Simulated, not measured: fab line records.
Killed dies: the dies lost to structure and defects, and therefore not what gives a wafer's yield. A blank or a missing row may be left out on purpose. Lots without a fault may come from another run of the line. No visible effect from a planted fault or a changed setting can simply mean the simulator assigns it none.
Struck lot and sound lot, side by side -- flow sky130 -- 15 out of 708 route steps
Sound: these wafers, L754.1, L754.2, L754.6. Wafers struck: L767.1, L767.4, L767.5. The cause comes at the end.
Order at every step that has rows: each side's tool, ch and its chambers, its first start. Under that, the readings that differ: sound wafers -- struck wafers -- difference of the means -- sigmas: that difference in standard deviations of wafers without a fault.
alike: same words and numbers on both sides, and readings whose means sit less than 2 such deviations apart. not compared: any withheld reading, any reading some wafer has no value for, any bound like >300 that may hide the same value, and any number with overlapping values for which the record gives no deviation.
The two part at a step that has a row with sigmas, a row that says differs or no value, or rows on one side only. When numbers do not overlap yet have no deviation, they are printed without sigmas and do not part them. A reading that every wafer of one side lacks parts them only if that side has two wafers or more.

first, 6 steps without rows for these wafers: SKY_SD_N_HMDS_01 (prime time 60 s); SKY_SD_N_COAT_02 (resist thk 1140 nm); SKY_SD_N_SOFTBAKE_03 (time 60 s); SKY_SD_N_EXPOSE_04 (exposes mask NSDM, target cd 380 nm); SKY_SD_N_PEB_05; SKY_SD_N_DEVELOP_06 (develop time 60 s).
SKY_SD_N_CD_MEAS_07: the cd target is 380 nm.
  sound on cd-sem-02 at day 31 00:50; struck on cd-sem-02 at day 34 08:50
  alike: cd-nm
SKY_SD_N_OVL_MEAS_08:
  sound on overlay-01 at day 31 00:57; struck on overlay-01 at day 34 08:57
  alike: SD_N_OVL
then, 2 steps without rows for these wafers: SKY_SD_N_IMPLANT_09; SKY_SD_N_IMPLANT_10.
SKY_SD_N_STRIP_11: strips in O2/N2.
  sound on plasma-asher-04 ch 0,1, day 31 01:17; struck on plasma-asher-01 ch 0,1, day 34 09:17
  alike: drypump-motor-current-A, oes-product-au, strip-time-to-endpoint-s
  not compared: rf-hours-counter-h
SKY_SD_N_TW_MEAS_12:
  sound on film-metro-04 at day 31 01:23; struck on film-metro-04 at day 34 09:23
  alike: SD_N_TW
SKY_SD_N_CLEAN_13: cleans in SC1/SC2, time 150 s.
  sound on wet-bench-01 ch 0, day 31 01:27; struck on wet-bench-01 ch 2, day 34 09:26
reading,sound,struck,difference,sigmas
run-length-s (s),185 185 185,75 75 75,-110,-29
SKY_SD_N_RTA_14: time 2 s.
  sound on rtp-anneal-02 ch 0, day 31 01:30; struck on rtp-anneal-01 ch 0, day 34 09:29
  alike: lamp-power-pct, wafer_temp_C_max
-- a jump in the record: the struck wafers' starts before and after are 16 days apart (it breaks off in module SD_N and resumes in module PAD_OPEN, where the first step shown is number 708 of the route) --
SKY_PAD_OPEN_PROBE_99:
  sound on prober-01 at day 48 00:53; struck on prober-02 at day 50 07:34
reading,sound,struck,difference,sigmas
model.etest.diode-nwell-sub.leak-log10-a-cm2,-7.062 -7.581 -7.349,-6.76 -6.731 -6.601,+0.63,
model.etest.diode-pwell-dnwell.leak-log10-a-cm2,-7.37 -7.576 -7.71,-6.781 -6.977 -6.955,+0.648,
model.etest.nfet_16v.off-log10-a-um,-13.8 -13.88 -13.92,-13.52 -13.77 -13.66,+0.22,
  alike: killed_at_M0_to_M3, killed_at_M4_up, killed-at-contacts, killed-at-front-end, killed-at-other, killed-dies, killed-open, killed-short
  not compared: model.etest.diode-dnwell-sub.leak-log10-a-cm2

## WHERE THEY PART
Within this record, at SKY_SD_N_CLEAN_13 only. Later steps at which nothing parts them and some readings are alike: SKY_SD_N_RTA_14, SKY_PAD_OPEN_PROBE_99.

WHY: whatever the simulator had introduced
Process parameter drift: wet-bench-01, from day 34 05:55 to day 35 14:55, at SKY_SD_N_CLEAN_13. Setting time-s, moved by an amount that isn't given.
